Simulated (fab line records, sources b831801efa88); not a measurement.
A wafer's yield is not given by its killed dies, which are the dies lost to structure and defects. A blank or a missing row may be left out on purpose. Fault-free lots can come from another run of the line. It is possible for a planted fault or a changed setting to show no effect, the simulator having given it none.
A single fault, viewed from 2 desks -- flow sky130 -- what lay behind the numbers comes last; until then each desk has only its own

THE METROLOGY DESK
What the gauges read, lot by lot, whatever tool the lot ran on: means of the sampled wafers that have a number. The brackets show how far a lot's mean lies from the usual mean; more than 4 standard deviations puts the lot out of limits, marked OUT.
Columns: A = cd_nm at SKY_METAL4_CD_MEAS_13, usual 300.1 nm; B = METAL4_OVL at SKY_METAL4_OVL_MEAS_14, usual -4 nm
lot,first seen here,A,B
L693,day 41 20:20,300.1,-1
L694,day 42 14:19,302.2,-3
L702,day 44 13:56,298.6,-8
L711,day 46 20:40,301.3,-0
L712,day 46 21:52,301.7,-6
L714,day 47 09:01,300.6,5
This desk found nothing out of limits on any of the 6 lots.

TOOL OWNER'S DESK, rie_metal-01
The tool's own readings at SKY_METAL4_ETCH_16 (etches BARC in N2/H2, stops on SiO2, time 88.2 s, target depth 60 nm): means of the sampled wafers that have a number, for each lot that ran on this tool. The brackets show how far a lot's mean lies from the usual mean; more than 4 standard deviations puts the lot out of limits, marked OUT.
Columns: A = chamber_pressure_mTorr at SKY_METAL4_ETCH_16, usual 30.002 mTorr; B = drypump_motor_current_A at SKY_METAL4_ETCH_16, usual 5.4 A; C = he_backside_leak_sccm at SKY_METAL4_ETCH_16, usual 3.37 sccm; D = oes_product_au at SKY_METAL4_ETCH_16, usual 0.627 a.u.; E = run_length_s at SKY_METAL4_ETCH_16, usual 116.6 s; F = throttle_valve_pct at SKY_METAL4_ETCH_16, usual 13.204 %
lot,first seen here,A,B,C,D,E,F
L702,day 44 14:10,30.000,5.2,3.08,0.627,116.9,13.206
L711,day 46 20:50,30.006,5.4,3.46,0.708 (+19) OUT,107.5 (-29) OUT,13.210
L712,day 46 22:04,30.001,5.3,3.32,0.785 (+37) OUT,97.9 (-60) OUT,13.215
This desk's verdict: out of limits on L711, L712, starting with L711 at day 46 20:50 (oes_product_au at SKY_METAL4_ETCH_16). L702: within limits.

BROUGHT TOGETHER
The tool owner's desk could have raised an alarm at day 46 20:50, on L711, L712.
From the metrology desk's view, nothing was out of limits.
The metrology desk has L711, L712 on record, within its limits.
SKY_METAL4_ETCH_16 was run on rie_metal-01 by each of the lots named.

WHAT THE SIMULATOR HAD INSERTED
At SKY_METAL4_ETCH_16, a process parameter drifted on rie_metal-01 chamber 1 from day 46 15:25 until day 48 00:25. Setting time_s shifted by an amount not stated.
Lots struck among those shown: L711, L712.
Time in hours from fault onset to the first out-of-limits reading at each desk: the tool owner's desk, 5.
